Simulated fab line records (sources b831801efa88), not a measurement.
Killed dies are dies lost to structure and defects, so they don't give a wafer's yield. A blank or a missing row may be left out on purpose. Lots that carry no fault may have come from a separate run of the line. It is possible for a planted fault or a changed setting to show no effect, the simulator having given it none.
fab line records	flow sky130	part 1 of 2: steps 1 to 23 of 32
[record] lots = 5	wafers = 15	last_day = 49
route steps=708 shown VT_ADJUST_LVTN@102 VT_ADJUST_NCORE@119 VT_ADJUST_HVTR@131
lots that met no fault: taken from a fault-free run of the same line
start_h: hours from the record's opening day to when the first of the lot's shown wafers began	wait_h: hours since the lot's step before	" identical to the entry in the row above	L1.1+2: several wafers, shown together as one row	- value missing, or start not given	* or withheld: withheld	< > ~ a bound
route shown NAME@n: a module of which the file shows steps, and the number in the route of the first	usual: mean/standard deviation taken from wafers without a fault	same: alike in all rows	chamber/n: place in a boat	sites: each site's reading	_std_site: standard deviation across them	_edge_site: inner sites' mean taken away from outer sites' mean	radius_mm: how far each site lies from the wafer's centre	mask NAME#n: copy n	behind: the last tool/chamber to shape the wafer	hold: reason for holding the lot/hours on hold/outcome of the hold	device: whichever transistor did not switch (one of n, p or np)	end of line: the tests these same wafers got at the end of their route	step lacking rows: just its recipe	killed: count of dies lost to structure and defects at first sort (not the wafer's yield)	map: a wafer's dies, x killed, . not, _ none there
set.NAME: the setting the step ran with; set.NAME@STEP: the setting that earlier step ran with	model.NAME: the simulator's own value behind a step, which no gauge read
lots at selected steps of the route; one table per step, one row per wafer
services: when a tool's chamber went out of use (start_h, in hours from the record's first day, below 0 if earlier), for how many hours, and the reason
[[steps]]
[step SKY_VT_ADJUST_LVTN_PEB_05]
[recipe] temp_c = 115	time_s = withheld
[usual] resist_line_temp_C = 22.99/0.1
lot.wafer	tool	chamber	start_h	wait_h	resist_line_temp_C
L084.1	litho_track-03	0	-	-	22.92
L084.2	"	0	"	"	23.03
L084.4	"	0	"	"	23.05
L085.3	litho_track-04	0	-	-	22.94
L085.5	"	0	"	"	22.92
L085.6	"	0	"	"	22.93
L089.1	litho_track-02	0	-	-	23.07
L089.2	"	0	"	"	22.95
L089.6	"	0	"	"	23.14
L091.2	litho_track-03	0	-	-	22.99
L091.4	"	0	"	"	22.95
L091.6	"	0	"	"	22.92
L092.2	litho_track-03	0	-	-	22.89
L092.4	"	0	"	"	22.88
L092.6	"	0	"	"	22.84
[step SKY_VT_ADJUST_LVTN_DEVELOP_06]
[recipe] wall_angle_deg = 90	developer = TMAH	develop_time_s = 60	dev_temp_c = 22.04
[usual] resist_line_temp_C = 22.96/0.1
lot.wafer	tool	chamber	start_h	wait_h	resist_line_temp_C
L084.1	litho_track-03	0	-	-	23.05
L084.2	"	0	"	"	22.97
L084.4	"	0	"	"	23.05
L085.3	litho_track-04	0	-	-	22.90
L085.5	"	0	"	"	22.67
L085.6	"	0	"	"	22.92
L089.1	litho_track-02	0	-	-	22.98
L089.2	"	0	"	"	23.09
L089.6	"	0	"	"	22.94
L091.2	litho_track-03	0	-	-	23.04
L091.4	"	0	"	"	22.93
L091.6	"	0	"	"	22.83
L092.2	litho_track-03	0	-	-	22.95
L092.4	"	0	"	"	22.80
L092.6	"	0	"	"	22.85
[step SKY_VT_ADJUST_LVTN_OVL_MEAS_07]
[usual] VT_ADJUST_LVTN_OVL = 1.3/1.3
lot.wafer	tool	chamber	start_h	wait_h	VT_ADJUST_LVTN_OVL[nm]
L084.1	overlay-01	-	205.48	-	1.0
L084.2	"	-	"	"	0.3
L084.4	"	-	"	"	0.0
L085.3	overlay-01	-	213.35	-	1.3
L085.5	"	-	"	"	0.6
L085.6	"	-	"	"	1.9
L089.1	overlay-01	-	239.80	-	0.4
L089.2	"	-	"	"	2.1
L089.6	"	-	"	"	-0.1
L091.2	overlay-02	-	255.59	-	2.6
L091.4	"	-	"	"	1.2
L091.6	"	-	"	"	-1.1
L092.2	overlay-01	-	255.94	-	0.9
L092.4	"	-	"	"	2.2
L092.6	"	-	"	"	0.1
[step SKY_VT_ADJUST_LVTN_IMPLANT_08]
[recipe] species = B	energy_kev = 30	dose_cm2 = 1.57e+12	tilt_deg = withheld
[usual] beam_energy_keV = 30.002/0.0093	beam_on_s = 9.99/0.2
lot.wafer	tool	chamber	start_h	wait_h	beam_energy_keV	beam_on_s
L084.1	implanter-01	0	205.52	0.0	30.012	9.70
L084.2	"	0	"	"	30.007	10.06
L084.4	"	0	"	"	30.013	9.93
L085.3	implanter-01	0	213.42	0.1	30.004	10.16
L085.5	"	0	"	"	30.015	10.03
L085.6	"	0	"	"	30.005	10.11
L089.1	implanter-01	0	239.83	0.0	30.003	10.04
L089.2	"	0	"	"	29.996	10.12
L089.6	"	0	"	"	30.002	10.02
L091.2	implanter-04	0	255.64	0.0	29.982	9.94
L091.4	"	0	"	"	29.991	9.78
L091.6	"	0	"	"	29.988	10.06
L092.2	implanter-01	0	255.99	0.0	29.989	10.30
L092.4	"	0	"	"	29.990	9.96
L092.6	"	0	"	"	29.991	9.73
[step SKY_VT_ADJUST_LVTN_STRIP_09]
[recipe] chemistry = O2/N2	power_w = 1400	pressure_mtorr = 1500	platen_temp_c = withheld	o2_flow_sccm = 3000	n2_flow_sccm = 300	overash_fraction = 0.5
[usual] chamber_pressure_mTorr = 1500.0/1.4	drypump_motor_current_A = 5.8/0.41	oes_product_au = 0.722/0.0044	strip_time_to_endpoint_s = 36.95/0.092
lot.wafer	tool	chamber	start_h	wait_h	chamber_pressure_mTorr	drypump_motor_current_A	oes_product_au	rf_hours_counter_h	strip_time_to_endpoint_s
L084.1	plasma_asher-02	1	205.67	0.1	1499.0	5.9	0.723	8	37.02
L084.2	"	0	"	"	1497.7	5.5	0.722	8	37.06
L084.4	"	1	"	"	1499.5	6.0	0.718	-	37.11
L085.3	plasma_asher-02	0	213.55	0.1	1497.8	5.5	0.727	-	37.03
L085.5	"	1	"	"	1499.5	6.0	0.723	-	37.02
L085.6	"	0	"	"	1500.2	5.5	0.726	-	37.02
L089.1	plasma_asher-04	0	239.98	0.1	1499.0	5.4	0.723	56	36.88
L089.2	"	1	"	"	1503.7	6.7	0.725	56	36.87
L089.6	"	0	"	"	1502.8	5.4	0.720	-	36.99
L091.2	plasma_asher-02	0	255.77	0.1	1497.7	5.5	0.720	13	36.83
L091.4	"	0	"	"	1502.0	5.5	0.723	-	36.78
L091.6	"	1	"	"	1499.9	5.9	0.712	-	36.76
L092.2	plasma_asher-04	1	256.12	0.1	1500.3	6.7	0.713	58	36.93
L092.4	"	1	"	"	1501.8	6.7	0.720	-	36.96
L092.6	"	1	"	"	1500.7	6.7	0.722	-	36.96
[step SKY_VT_ADJUST_LVTN_TW_MEAS_10]
[usual] VT_ADJUST_LVTN_TW = 240.8/1.7
lot.wafer	tool	chamber	start_h	wait_h	VT_ADJUST_LVTN_TW
L084.1	film_metro-04	-	205.77	0.1	239.5
L084.2	"	-	"	"	240.0
L084.4	"	-	"	"	240.4
L085.3	film_metro-02	-	213.64	0.1	240.5
L085.5	"	-	"	"	239.8
L085.6	"	-	"	"	241.1
L089.1	film_metro-03	-	240.08	0.1	239.6
L089.2	"	-	"	"	239.1
L089.6	"	-	"	"	239.3
L091.2	film_metro-03	-	255.88	0.1	240.1
L091.4	"	-	"	"	239.4
L091.6	"	-	"	"	238.7
L092.2	film_metro-03	-	256.23	0.1	238.9
L092.4	"	-	"	"	239.1
L092.6	"	-	"	"	240.1
[step SKY_VT_ADJUST_LVTN_DEHYDRATE_11]
[recipe] temp_c = 200	time_s = 60
[usual] resist_line_temp_C = 22.98/0.1
lot.wafer	tool	chamber	start_h	wait_h	resist_line_temp_C
L084.1	litho_track-03	0	216.03	10.3	22.92
L084.2	"	0	"	"	22.86
L084.4	"	0	"	"	23.08
L085.3	litho_track-04	0	224.09	10.4	23.04
L085.5	"	0	"	"	23.00
L085.6	"	0	"	"	23.03
L089.1	litho_track-03	0	250.83	10.7	22.93
L089.2	"	0	"	"	22.98
L089.6	"	0	"	"	22.97
L091.2	litho_track-02	0	267.02	11.1	23.00
L091.4	"	0	"	"	22.94
L091.6	"	0	"	"	22.94
L092.2	litho_track-04	0	267.11	10.9	23.05
L092.4	"	0	"	"	23.06
L092.6	"	0	"	"	23.12
[step SKY_VT_ADJUST_LVTN_HMDS_12]
[recipe] prime_time_s = 60	prime_temp_c = 120
[usual] resist_line_temp_C = 23.01/0.086
lot.wafer	tool	chamber	start_h	wait_h	resist_line_temp_C
L084.1	litho_track-03	0	216.18	0.1	23.10
L084.2	"	0	"	"	22.88
L084.4	"	0	"	"	22.99
L085.3	litho_track-04	0	224.24	0.1	23.04
L085.5	"	0	"	"	23.10
L085.6	"	0	"	"	22.93
L089.1	litho_track-03	0	250.98	0.1	23.00
L089.2	"	0	"	"	22.92
L089.6	"	0	"	"	23.11
L091.2	litho_track-02	0	267.17	0.1	23.05
L091.4	"	0	"	"	23.02
L091.6	"	0	"	"	22.93
L092.2	litho_track-04	0	267.26	0.1	23.00
L092.4	"	0	"	"	22.92
L092.6	"	0	"	"	23.16
[step SKY_VT_ADJUST_LVTN_COAT_13]
[recipe] resist = NOVOLAK	spin_rpm = 3000	resist_thk_nm = 1140
[usual] resist_line_temp_C = 22.99/0.11
lot.wafer	tool	chamber	start_h	wait_h	resist_line_temp_C
L084.1	litho_track-03	0	216.33	0.1	22.98
L084.2	"	0	"	"	22.96
L084.4	"	0	"	"	22.94
L085.3	litho_track-04	0	224.39	0.1	23.15
L085.5	"	0	"	"	23.16
L085.6	"	0	"	"	23.03
L089.1	litho_track-03	0	251.13	0.1	23.07
L089.2	"	0	"	"	22.93
L089.6	"	0	"	"	23.02
L091.2	litho_track-02	0	267.32	0.1	23.01
L091.4	"	0	"	"	22.93
L091.6	"	0	"	"	22.99
L092.2	litho_track-04	0	267.41	0.1	23.12
L092.4	"	0	"	"	23.06
L092.6	"	0	"	"	23.08
[step SKY_VT_ADJUST_LVTN_SOFTBAKE_14]
[recipe] temp_c = 90	time_s = 60	resist = NOVOLAK
[usual] resist_line_temp_C = 23.00/0.099
lot.wafer	tool	chamber	start_h	wait_h	resist_line_temp_C
L084.1	litho_track-03	0	216.48	0.1	23.05
L084.2	"	0	"	"	22.97
L084.4	"	0	"	"	22.98
L085.3	litho_track-04	0	224.54	0.1	23.12
L085.5	"	0	"	"	23.05
L085.6	"	0	"	"	23.03
L089.1	litho_track-03	0	251.28	0.1	23.03
L089.2	"	0	"	"	23.06
L089.6	"	0	"	"	22.93
L091.2	litho_track-02	0	267.47	0.1	23.16
L091.4	"	0	"	"	23.14
L091.6	"	0	"	"	23.19
L092.2	litho_track-04	0	267.56	0.1	22.86
L092.4	"	0	"	"	23.01
L092.6	"	0	"	"	22.97
[step SKY_VT_ADJUST_LVTN_EXPOSE_15]
[recipe] mask_id = HVN_STD_DERIVED	na = 0.6	source_shape = conventional	sigma_outer = 0.6	polarization = unpolarized	target_cd_nm = 600	dose_mj = 163
[usual] exposure_dose_mJ_cm2 = 163.01/0.18
lot.wafer	tool	chamber	start_h	wait_h	mask	exposure_dose_mJ_cm2
L084.1	iline_stepper-01	0	-	-	HVN_STD_DERIVED#0	162.80
L084.2	"	0	"	"	HVN_STD_DERIVED#0	163.03
L084.4	"	0	"	"	HVN_STD_DERIVED#0	162.83
L085.3	iline_stepper-02	0	-	-	HVN_STD_DERIVED#0	163.19
L085.5	"	0	"	"	HVN_STD_DERIVED#0	163.11
L085.6	"	0	"	"	HVN_STD_DERIVED#0	162.58
L089.1	iline_stepper-01	0	-	-	HVN_STD_DERIVED#0	162.97
L089.2	"	0	"	"	HVN_STD_DERIVED#0	163.15
L089.6	"	0	"	"	HVN_STD_DERIVED#0	162.99
L091.2	iline_stepper-01	0	-	-	HVN_STD_DERIVED#0	163.01
L091.4	"	0	"	"	HVN_STD_DERIVED#0	163.07
L091.6	"	0	"	"	HVN_STD_DERIVED#0	162.95
L092.2	iline_stepper-02	0	-	-	HVN_STD_DERIVED#0	163.18
L092.4	"	0	"	"	HVN_STD_DERIVED#0	163.01
L092.6	"	0	"	"	HVN_STD_DERIVED#0	163.23
[step SKY_VT_ADJUST_LVTN_PEB_16]
[recipe] temp_c = withheld	time_s = *	resist = NOVOLAK
[usual] resist_line_temp_C = *
lot.wafer	tool	chamber	start_h	wait_h	resist_line_temp_C
L084.1	litho_track-04	0	-	-	*
L084.2	"	0	"	"	*
L084.4	"	0	"	"	*
L085.3	litho_track-03	0	-	-	*
L085.5	"	0	"	"	*
L085.6	"	0	"	"	*
L089.1	litho_track-03	0	-	-	*
L089.2	"	0	"	"	*
L089.6	"	0	"	"	*
L091.2	litho_track-03	0	-	-	*
L091.4	"	0	"	"	*
L091.6	"	0	"	"	*
L092.2	litho_track-02	0	-	-	*
L092.4	"	0	"	"	*
L092.6	"	0	"	"	*
[step SKY_VT_ADJUST_LVTN_DEVELOP_17]
[recipe] resist = NOVOLAK	developer = TMAH	develop_time_s = 60	dev_temp_c = 23
[usual] resist_line_temp_C = 23.02/0.11
lot.wafer	tool	chamber	start_h	wait_h	resist_line_temp_C
L084.1	litho_track-04	0	227.99	0.1	23.05
L084.2	"	0	"	"	23.14
L084.4	"	0	"	"	23.22
L085.3	litho_track-03	0	235.88	0.1	23.20
L085.5	"	0	"	"	23.07
L085.6	"	0	"	"	23.19
L089.1	litho_track-03	0	262.78	0.1	23.09
L089.2	"	0	"	"	22.93
L089.6	"	0	"	"	22.85
L091.2	litho_track-03	0	279.66	0.1	23.01
L091.4	"	0	"	"	23.07
L091.6	"	0	"	"	23.01
L092.2	litho_track-02	0	280.22	0.1	23.04
L092.4	"	0	"	"	23.05
L092.6	"	0	"	"	23.05
[step SKY_VT_ADJUST_LVTN_OVL_MEAS_18]
[usual] VT_ADJUST_LVTN_01_OVL = -0.8/1.3
lot.wafer	tool	chamber	start_h	wait_h	VT_ADJUST_LVTN_01_OVL[nm]
L084.1	overlay-01	-	228.14	0.1	-1.2
L084.2	"	-	"	"	-2.0
L084.4	"	-	"	"	-1.1
L085.3	overlay-02	-	235.99	0.1	0.2
L085.5	"	-	"	"	-0.5
L085.6	"	-	"	"	0.8
L089.1	overlay-02	-	262.93	0.1	-1.7
L089.2	"	-	"	"	-3.3
L089.6	"	-	"	"	-3.0
L091.2	overlay-01	-	279.79	0.1	-0.4
L091.4	"	-	"	"	0.3
L091.6	"	-	"	"	-0.3
L092.2	overlay-02	-	280.35	0.1	-1.1
L092.4	"	-	"	"	-1.4
L092.6	"	-	"	"	-1.7
[step SKY_VT_ADJUST_LVTN_IMPLANT_19]
[recipe] species = B	energy_kev = 30	dose_cm2 = 6.5e+11	tilt_deg = withheld
[usual] beam_energy_keV = 30.001/0.0086	beam_on_s = 9.97/0.21
lot.wafer	tool	chamber	start_h	wait_h	beam_energy_keV	beam_on_s
L084.1	implanter-02	0	228.17	0.0	30.000	10.22
L084.2	"	0	"	"	30.008	10.31
L084.4	"	0	"	"	30.000	10.10
L085.3	implanter-02	0	236.07	0.1	29.991	9.70
L085.5	"	0	"	"	29.995	9.93
L085.6	"	0	"	"	29.996	10.19
L089.1	implanter-04	0	262.97	0.0	29.994	9.80
L089.2	"	0	"	"	29.990	9.80
L089.6	"	0	"	"	29.997	10.02
L091.2	implanter-01	0	279.87	0.1	30.007	9.88
L091.4	"	0	"	"	29.994	10.23
L091.6	"	0	"	"	29.993	9.91
L092.2	implanter-02	0	280.41	0.0	30.008	10.00
L092.4	"	0	"	"	29.990	10.11
L092.6	"	0	"	"	30.010	10.05
[step SKY_VT_ADJUST_LVTN_STRIP_20]
[recipe] chemistry = O2/N2	power_w = 1400	pressure_mtorr = 1500	platen_temp_c = withheld	o2_flow_sccm = 3000	n2_flow_sccm = 300	overash_fraction = 0.5
[usual] chamber_pressure_mTorr = 1499.9/1.3	drypump_motor_current_A = 5.9/0.4	oes_product_au = 0.716/0.0049	strip_time_to_endpoint_s = 14.17/0.032
lot.wafer	tool	chamber	start_h	wait_h	chamber_pressure_mTorr	drypump_motor_current_A	oes_product_au	rf_hours_counter_h	strip_time_to_endpoint_s
L084.1	plasma_asher-01	1	228.32	0.1	1500.8	5.6	0.720	38	14.19
L084.2	"	0	"	"	1500.3	6.0	0.711	38	14.22
L084.4	"	1	"	"	1502.0	5.6	0.720	-	14.18
L085.3	plasma_asher-02	0	236.20	0.1	1499.9	5.5	0.716	-	14.17
L085.5	"	1	"	"	1500.6	6.0	0.708	-	14.18
L085.6	"	0	"	"	1498.6	5.5	0.719	-	14.19
L089.1	plasma_asher-01	1	263.12	0.1	1501.4	5.6	0.710	41	14.19
L089.2	"	0	"	"	1499.3	6.0	0.716	41	14.21
L089.6	"	1	"	"	1496.8	5.6	0.727	-	14.19
L091.2	plasma_asher-04	0	280.12	0.2	1501.9	5.4	0.710	59	14.15
L091.4	"	0	"	"	1500.0	5.4	0.718	-	14.20
L091.6	"	1	"	"	1501.2	6.7	0.708	-	14.14
L092.2	plasma_asher-04	1	280.53	0.1	1501.2	6.7	0.705	59	14.14
L092.4	"	0	"	"	1502.3	5.4	0.713	-	14.15
L092.6	"	0	"	"	1498.9	5.3	0.718	-	14.16
[step SKY_VT_ADJUST_LVTN_TW_MEAS_21]
[usual] VT_ADJUST_LVTN_2_TW = 187.3/1.2
lot.wafer	tool	chamber	start_h	wait_h	VT_ADJUST_LVTN_2_TW
L084.1	film_metro-02	-	228.42	0.1	187.2
L084.2	"	-	"	"	186.8
L084.4	"	-	"	"	187.7
L085.3	film_metro-02	-	236.29	0.1	186.9
L085.5	"	-	"	"	186.1
L085.6	"	-	"	"	186.1
L089.1	film_metro-02	-	263.22	0.1	187.1
L089.2	"	-	"	"	187.1
L089.6	"	-	"	"	187.1
L091.2	film_metro-02	-	280.23	0.1	186.2
L091.4	"	-	"	"	187.4
L091.6	"	-	"	"	187.2
L092.2	film_metro-04	-	280.64	0.1	186.1
L092.4	"	-	"	"	186.8
L092.6	"	-	"	"	186.4
[step SKY_VT_ADJUST_NCORE_DEHYDRATE_00]
[recipe] temp_c = 200	time_s = 60
[usual] resist_line_temp_C = 23.00/0.099
lot.wafer	tool	chamber	start_h	wait_h	resist_line_temp_C
L084.1	litho_track-03	0	239.03	10.6	23.10
L084.2	"	0	"	"	23.13
L084.4	"	0	"	"	23.09
L085.3	litho_track-01	0	247.43	11.1	23.06
L085.5	"	0	"	"	23.11
L085.6	"	0	"	"	22.87
L089.1	litho_track-03	0	274.88	11.7	23.05
L089.2	"	0	"	"	23.09
L089.6	"	0	"	"	23.05
L091.2	litho_track-03	0	292.11	11.9	23.03
L091.4	"	0	"	"	23.01
L091.6	"	0	"	"	22.84
L092.2	litho_track-02	0	292.22	11.6	23.02
L092.4	"	0	"	"	23.16
L092.6	"	0	"	"	23.01
[step SKY_VT_ADJUST_NCORE_HMDS_01]
[recipe] prime_time_s = 60	prime_temp_c = 120
[usual] resist_line_temp_C = 22.99/0.096
lot.wafer	tool	chamber	start_h	wait_h	resist_line_temp_C
L084.1	litho_track-03	0	239.18	0.1	23.09
L084.2	"	0	"	"	23.01
L084.4	"	0	"	"	22.95
L085.3	litho_track-01	0	247.58	0.1	23.01
L085.5	"	0	"	"	22.96
L085.6	"	0	"	"	22.96
L089.1	litho_track-03	0	275.03	0.1	22.84
L089.2	"	0	"	"	23.03
L089.6	"	0	"	"	22.85
L091.2	litho_track-03	0	292.26	0.1	23.07
L091.4	"	0	"	"	23.05
L091.6	"	0	"	"	23.00
L092.2	litho_track-02	0	292.37	0.1	22.90
L092.4	"	0	"	"	23.04
L092.6	"	0	"	"	23.09
[step SKY_VT_ADJUST_NCORE_COAT_02]
[recipe] resist = NOVOLAK	spin_rpm = 3000	resist_thk_nm = 1140
[usual] resist_line_temp_C = 23.01/0.091
lot.wafer	tool	chamber	start_h	wait_h	resist_line_temp_C
L084.1	litho_track-03	0	239.33	0.1	22.87
L084.2	"	0	"	"	22.89
L084.4	"	0	"	"	22.83
L085.3	litho_track-01	0	247.73	0.1	23.06
L085.5	"	0	"	"	22.93
L085.6	"	0	"	"	22.98
L089.1	litho_track-03	0	275.18	0.1	22.97
L089.2	"	0	"	"	23.02
L089.6	"	0	"	"	23.10
L091.2	litho_track-03	0	292.41	0.1	23.01
L091.4	"	0	"	"	22.99
L091.6	"	0	"	"	23.00
L092.2	litho_track-02	0	292.52	0.1	23.19
L092.4	"	0	"	"	22.99
L092.6	"	0	"	"	23.11
[step SKY_VT_ADJUST_NCORE_SOFTBAKE_03]
[recipe] temp_c = 90	time_s = 60	resist = NOVOLAK
[usual] resist_line_temp_C = 23.01/0.11
lot.wafer	tool	chamber	start_h	wait_h	resist_line_temp_C
L084.1	litho_track-03	0	239.48	0.1	22.99
L084.2	"	0	"	"	23.13
L084.4	"	0	"	"	22.90
L085.3	litho_track-01	0	247.88	0.1	23.10
L085.5	"	0	"	"	22.96
L085.6	"	0	"	"	22.86
L089.1	litho_track-03	0	275.33	0.1	23.12
L089.2	"	0	"	"	23.21
L089.6	"	0	"	"	23.00
L091.2	litho_track-03	0	292.56	0.1	22.92
L091.4	"	0	"	"	22.92
L091.6	"	0	"	"	23.08
L092.2	litho_track-02	0	292.67	0.1	23.10
L092.4	"	0	"	"	23.02
L092.6	"	0	"	"	23.02
[step SKY_VT_ADJUST_NCORE_EXPOSE_04]
[recipe] mask_id = LVTN_COMPLEMENT_THIN	na = 0.6	source_shape = conventional	sigma_outer = 0.6	polarization = unpolarized	target_cd_nm = 380	dose_mj = 139
[usual] exposure_dose_mJ_cm2 = 138.94/0.14
lot.wafer	tool	chamber	start_h	wait_h	mask	exposure_dose_mJ_cm2
L084.1	iline_stepper-02	0	-	-	LVTN_COMPLEMENT_THIN#0	138.89
L084.2	"	0	"	"	LVTN_COMPLEMENT_THIN#0	139.06
L084.4	"	0	"	"	LVTN_COMPLEMENT_THIN#0	138.80
L085.3	iline_stepper-01	0	-	-	LVTN_COMPLEMENT_THIN#0	138.72
L085.5	"	0	"	"	LVTN_COMPLEMENT_THIN#0	138.96
L085.6	"	0	"	"	LVTN_COMPLEMENT_THIN#0	138.73
L089.1	iline_stepper-02	0	-	-	LVTN_COMPLEMENT_THIN#0	138.76
L089.2	"	0	"	"	LVTN_COMPLEMENT_THIN#0	138.75
L089.6	"	0	"	"	LVTN_COMPLEMENT_THIN#0	138.77
L091.2	iline_stepper-01	0	-	-	LVTN_COMPLEMENT_THIN#0	139.02
L091.4	"	0	"	"	LVTN_COMPLEMENT_THIN#0	138.92
L091.6	"	0	"	"	LVTN_COMPLEMENT_THIN#0	138.98
L092.2	iline_stepper-02	0	-	-	LVTN_COMPLEMENT_THIN#0	138.98
L092.4	"	0	"	"	LVTN_COMPLEMENT_THIN#0	138.96
L092.6	"	0	"	"	LVTN_COMPLEMENT_THIN#0	138.95
[step SKY_VT_ADJUST_NCORE_PEB_05]
[recipe] temp_c = withheld	time_s = *	resist = NOVOLAK
[usual] resist_line_temp_C = *
lot.wafer	tool	chamber	start_h	wait_h	resist_line_temp_C
L084.1	litho_track-01	0	-	-	*
L084.2	"	0	"	"	*
L084.4	"	0	"	"	*
L085.3	litho_track-01	0	-	-	*
L085.5	"	0	"	"	*
L085.6	"	0	"	"	*
L089.1	litho_track-01	0	-	-	*
L089.2	"	0	"	"	*
L089.6	"	0	"	"	*
L091.2	litho_track-01	0	-	-	*
L091.4	"	0	"	"	*
L091.6	"	0	"	"	*
L092.2	litho_track-01	0	-	-	*
L092.4	"	0	"	"	*
L092.6	"	0	"	"	*
